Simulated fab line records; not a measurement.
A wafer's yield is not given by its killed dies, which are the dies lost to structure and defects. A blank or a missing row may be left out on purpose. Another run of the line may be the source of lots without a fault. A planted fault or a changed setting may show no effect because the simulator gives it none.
Problem report in the 8D (eight disciplines) form, filled by code | flow sky130 | the parts of the form that need people (team, actions taken, sign-off) are left out

1. WHAT IS WRONG
LOCAL_INTERCONNECT_TIN_RS at SKY_LOCAL_INTERCONNECT_RS_MEAS_01 reads a mean of 15.44 ohm/sq on 1 wafer of 1 lot; wafers without a fault read 14.10 ohm/sq with a standard deviation of 0.12. Relative to the usual mean, that is a shift of +11 standard deviations.
The step: measures by four-point-probe.
Earliest sighting: wafer L717.3 on film-metro-04 at day 33 13:17. Wafers with a number at this step in the record: 39, from 13 lots. Rule for "out" (also "out of limits"): further than 4 standard deviations from the usual mean. All remaining wafers that have a number are taken as sound.

2. WHAT IT IS, AND WHAT IT ISN'T
question                    | is                        | is not
which readings at this step | LOCAL_INTERCONNECT_TIN_RS | -
which lots                  | L717                      | L708, L710, L711, L712, L713, L714, L724, L725, L726, L728, L729, L730
which wafers of those lots  | L717.3                    | L717.4, L717.5
read on which gauges        | film-metro-04             | film-metro-01, film-metro-03
when                        | from day 33 13:17         | up to then (20 sound wafers); but 18 sound wafers of L724, L725, L726, L728, L729, L730 came after

3. WHAT RULES OUT EACH SUSPECT
Counting: a tool at a process step up to the reading stays a suspect if it ran every lot that is out. Sound lots after the first of them don't rule it out here, since some wafers of a struck lot are sound.
- the gauge at SKY_LOCAL_INTERCONNECT_RS_MEAS_01: ruled out. All the wafers that are out were read on film-metro-04, but those of them that SKY_LOCAL_INTERCONNECT_METAL_ETCH_14 has rows for are out there too, on other tools.
- pvd-sputter-04 at SKY_LOCAL_INTERCONNECT_SPUTTER_00 (material TiN, target thk 100 nm, time 83.3 s): kept. It processed L717, the lot that is out, at day 33 13:11, and its most recent sound lot before then was L713 at day 31 20:51.
After counting, what remains is pvd-sputter-04 at SKY_LOCAL_INTERCONNECT_SPUTTER_00.

4. THE CAUSE (what the simulator had put in)
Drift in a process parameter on pvd-sputter-04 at SKY_LOCAL_INTERCONNECT_SPUTTER_00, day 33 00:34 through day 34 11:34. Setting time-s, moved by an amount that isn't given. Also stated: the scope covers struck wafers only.
The count eliminated every tool but this one.

5. THE EFFECT CHAIN, in route order
Each row: a reading whose mean over the struck wafers that have a number lies more than 3 standard deviations from the usual. Only readings for which the record gives a usual standard deviation are gone through. hours: the time from each lot's start at the first step in this table that gives one to its start at this step, as a median over the lots. sigmas: the change in usual standard deviations.
hours | step                                 | reading                    | usual        | on struck wafers | change | sigmas
0     | SKY_LOCAL_INTERCONNECT_RS_MEAS_01    | LOCAL_INTERCONNECT_TIN_RS  | 14.10 ohm/sq | 15.44            | +1.34  | +11
3     | SKY_LOCAL_INTERCONNECT_THK_MEAS_02   | LOCAL_INTERCONNECT_TIN_THK | 101.4 nm     | 92.7             | -8.7   | -9.4
28    | SKY_LOCAL_INTERCONNECT_METAL_ETCH_14 | oes-product-au             | 0.943 a.u.   | 0.892            | -0.051 | -8.0
28    | SKY_LOCAL_INTERCONNECT_METAL_ETCH_14 | throttle-valve-pct         | 21.900 %     | 21.928           | +0.028 | +3.0
It contains these process steps:
- SKY_LOCAL_INTERCONNECT_METAL_ETCH_14: etches TiN in Cl2/BCl3, stops on PSG, target depth 110 nm, time 31.4 s.

6. WHAT WOULD HAVE CAUGHT IT SOONER
In this record the first reading out of limits at a measuring or inspecting step was taken at day 33 13:17, 13 hours after the fault began at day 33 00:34.
Tool readings at SKY_LOCAL_INTERCONNECT_SPUTTER_00 with a usual standard deviation given in the record: none out on any struck wafer, hence no alarm at a limit of 4 standard deviations on them.
By day 33 13:17 the whole set of lots that are out, 1 in number, had already begun SKY_LOCAL_INTERCONNECT_SPUTTER_00 on pvd-sputter-04. Tool hold at that time: it would have spared none of them.
